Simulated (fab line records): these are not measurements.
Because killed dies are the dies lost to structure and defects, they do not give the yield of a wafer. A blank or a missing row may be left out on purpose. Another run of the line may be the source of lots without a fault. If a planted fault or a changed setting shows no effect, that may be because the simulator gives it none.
Matching of chambers    flow gf180mcu    cmp-02 running GF_V2_CMP_04: 4 sister chambers
The step polishes SiO2. 4 wafers are shown with their chamber, then 7 later ones without.

## EACH WAFER AND ITS CHAMBER
wafer   chamber  motor-current-A (A)
L585.6  1        13.5
L598.2  3        10.0
L599.1  0        9.5
L599.2  2        13.9

## WAFERS WHOSE CHAMBER IS MISSING
wafer   motor-current-A (A)
L599.5  9.9
L600.2  13.3
L600.5  9.7
L600.6  14.5
L605.1  10.9
L605.4  9.5
L605.6  13.1

## WHICH CHAMBER EACH ONE RAN IN
wafer   from the rows above      in truth
L599.5  can't be placed: 3 or 0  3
L600.2  can't be placed: 1 or 2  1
L600.5  can't be placed: 0 or 3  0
L600.6  can't be placed: 2 or 1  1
L605.1  can't be placed: 3 or 0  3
L605.4  can't be placed: 0 or 3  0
L605.6  can't be placed: 1 or 2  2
Correct placement for 0 of the 7. Not placeable from these rows: 7 (in 7, the candidates include the true chamber). Number placed wrongly: 0.
How it was worked out, from the rows above alone: a wafer's distance from a chamber is the root of the sum, over the readings, of the square of ((its reading less the chamber's mean) divided by the reading's scatter). The wafer belongs to the nearest chamber; if the next one is less than 2 further off, it can't be placed. For every chamber, the mean is computed from those of its wafers that are shown. The scatter (one wafer shown for each chamber): square how far every hidden wafer sits from the nearest shown wafer, average those squares and take the square root.
